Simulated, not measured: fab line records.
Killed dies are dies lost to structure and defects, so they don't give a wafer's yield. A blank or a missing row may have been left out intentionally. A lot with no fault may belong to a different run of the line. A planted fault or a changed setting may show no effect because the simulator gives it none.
Which tool is to blame? -- flow gf180mcu -- 42 wafers from 14 lots sampled at 4 of the route's 602 steps

WHAT THE GAUGES SHOWED, per wafer
GF_TOP_METAL_CD_MEAS_14: target cd 440 nm.
lot,measured,on,cd_nm (nm)
L593,day 28 00:54,cd_sem-01,437.4 436.9 437.5
L594,day 28 03:50,cd_sem-01,445.5 442.0 441.1
L595,day 28 14:13,cd_sem-01,438.0 439.3 437.1
L596,day 29 00:25,cd_sem-02,439.4 439.0 440.5
L598,day 29 09:47,cd_sem-02,437.2 441.1 440.3
L600,day 30 07:25,cd_sem-02,440.0 442.7 442.0
L601,day 30 08:01,cd_sem-01,437.8 438.8 436.7
L602,day 30 17:43,cd_sem-02,441.0 435.9 438.8
L604,day 31 13:50,cd_sem-01,439.6 437.9 439.0
L607,day 32 03:49,cd_sem-01,438.7 439.4 440.6
L608,day 32 20:26,cd_sem-02,439.1 438.4 438.0
L609,day 32 18:13,cd_sem-01,434.6 437.6 438.0
L611,day 33 01:26,cd_sem-02,439.5 439.5 436.9
L616,day 34 10:29,cd_sem-01,439.7 439.6 440.1

WHICH TOOL RAN EACH LOT (tool, then ch and the chambers of the sampled wafers, then the start)
lot,GF_POLY_GATE_CVD_00,GF_V5_CMP_04,GF_V5_SPUTTER_21
L593,"lpcvd-01 ch 0, day 8 09:04","cmp-02 ch 0,2,3, day 26 06:39","pvd_sputter-04, day 27 04:02"
L594,"lpcvd-02 ch 1, day 8 14:55","cmp-01 ch 1,2, day 26 09:20","pvd_sputter-03, day 27 06:46"
L595,"lpcvd-01 ch 0, day 8 22:57","cmp-02 ch 1,2,3, day 26 20:07","pvd_sputter-01, day 27 17:14"
L596,"lpcvd-01 ch 0, day 9 04:54","cmp-02 ch 0,1,2, day 27 05:46","pvd_sputter-04, day 28 03:20"
L598,"lpcvd-02 ch 0, day 9 17:43","cmp-02 ch 0,1,2, day 27 15:53","pvd_sputter-01, day 28 13:01"
L600,"lpcvd-01 ch 1, day 10 09:22","cmp-01 ch 0,1, day 28 15:40","pvd_sputter-01, day 29 12:01"
L601,"lpcvd-01 ch 0, day 10 11:48","cmp-02 ch 0,1,3, day 28 16:32","pvd_sputter-01, day 29 12:56"
L602,"lpcvd-02 ch 1, day 11 00:43","cmp-01 ch 0,3, day 29 03:16","pvd_sputter-01, day 29 22:56"
L604,"lpcvd-01 ch 1, day 12 00:28","cmp-01 ch 0,1,3, day 30 00:53","pvd_sputter-03, day 30 20:06"
L607,"lpcvd-01 ch 1, day 12 11:39","cmp-02 ch 0,2,3, day 30 15:26","pvd_sputter-04, day 31 10:38"
L608,"lpcvd-01 ch 0, day 13 02:47","cmp-02 ch 1,2,3, day 31 08:50","pvd_sputter-04, day 32 03:07"
L609,"lpcvd-01 ch 0, day 13 02:47","cmp-02 ch 1,2,3, day 31 06:47","pvd_sputter-03, day 32 00:49"
L611,"lpcvd-01 ch 0, day 13 13:04","cmp-02 ch 1,2, day 31 13:44","pvd_sputter-04, day 32 08:05"
L616,"lpcvd-02 ch 1, day 15 08:48","cmp-02 ch 0,2,3, day 33 01:54","pvd_sputter-01, day 33 18:43"
- GF_POLY_GATE_CVD_00: deposits poly-Si, target thk 200 nm, time 1200 s.
- GF_V5_CMP_04: polishes SiO2.
- GF_V5_SPUTTER_21: material Ti, target thk 15 nm, time 80.02 s.

WHAT THE TOOLS THEMSELVES READ (means of the sampled wafers that have a number; where no wafer has one, the mark that the record gives instead)
GF_POLY_GATE_CVD_00.
lot,tool,spike_tc_bottom_C (C),susceptor_temp_C (C)
L593,lpcvd-01,638.1,619.60
L594,lpcvd-02,642.2,620.11
L595,lpcvd-01,639.5,620.28
L596,lpcvd-01,638.3,619.90
L598,lpcvd-02,640.3,619.91
L600,lpcvd-01,641.9,620.07
L601,lpcvd-01,639.9,620.15
L602,lpcvd-02,642.5,620.18
L604,lpcvd-01,640.9,620.07
L607,lpcvd-01,641.5,620.58
L608,lpcvd-01,639.8,619.76
L609,lpcvd-01,640.2,619.83
L611,lpcvd-01,639.3,620.29
L616,lpcvd-02,641.7,619.86

GF_V5_CMP_04.
lot,tool,motor_current_A (A),platen_rpm (rpm)
L593,cmp-02,12.3,60.04
L594,cmp-01,12.2,60.00
L595,cmp-02,11.7,59.99
L596,cmp-02,11.8,60.05
L598,cmp-02,12.0,60.00
L600,cmp-01,11.2,60.00
L601,cmp-02,12.1,59.96
L602,cmp-01,11.3,59.98
L604,cmp-01,11.2,60.01
L607,cmp-02,12.2,59.95
L608,cmp-02,11.7,59.98
L609,cmp-02,12.2,59.98
L611,cmp-02,11.9,60.00
L616,cmp-02,12.3,60.01

GF_V5_SPUTTER_21.
lot,tool,chamber_pressure_pa (Pa),throttle_valve_pct (%)
L593,pvd_sputter-04,5.004,30.0
L594,pvd_sputter-03,4.998,31.1
L595,pvd_sputter-01,5.000,28.7
L596,pvd_sputter-04,4.998,30.2
L598,pvd_sputter-01,4.992,28.8
L600,pvd_sputter-01,5.009,27.8
L601,pvd_sputter-01,5.003,29.1
L602,pvd_sputter-01,5.008,27.9
L604,pvd_sputter-03,5.000,30.6
L607,pvd_sputter-04,5.008,30.1
L608,pvd_sputter-04,5.001,30.3
L609,pvd_sputter-03,5.000,29.1
L611,pvd_sputter-04,4.993,29.9
L616,pvd_sputter-01,5.010,29.8

THE ANSWER, worked out from the rows above alone
Rule: the usual values come from the lots themselves. The widest of any qualifying gaps counts: lots, ordered by their means at a reading, are off when they make up no more than a third of the lots, leave a main group of 4 or more, and stand apart from it by 3 or more times the standard deviation of that group's means. If all means in a main group match to the digits the tables above print for the reading, that group is not used. A lot without any number at a reading at which 4 lots or more have one is off too. Any other lot the step has rows for is counted as sound. First the gauges in route order, then the tools' own readings, where a lot's mean is used as printed above. The first step at which some lot is off is used, and at that step the reading that is off furthest; a lot without a number counts as furthest.
No lot is off on any of the readings shown, so nothing can be concluded from this.

WHAT WAS PUT IN BY THE SIMULATOR
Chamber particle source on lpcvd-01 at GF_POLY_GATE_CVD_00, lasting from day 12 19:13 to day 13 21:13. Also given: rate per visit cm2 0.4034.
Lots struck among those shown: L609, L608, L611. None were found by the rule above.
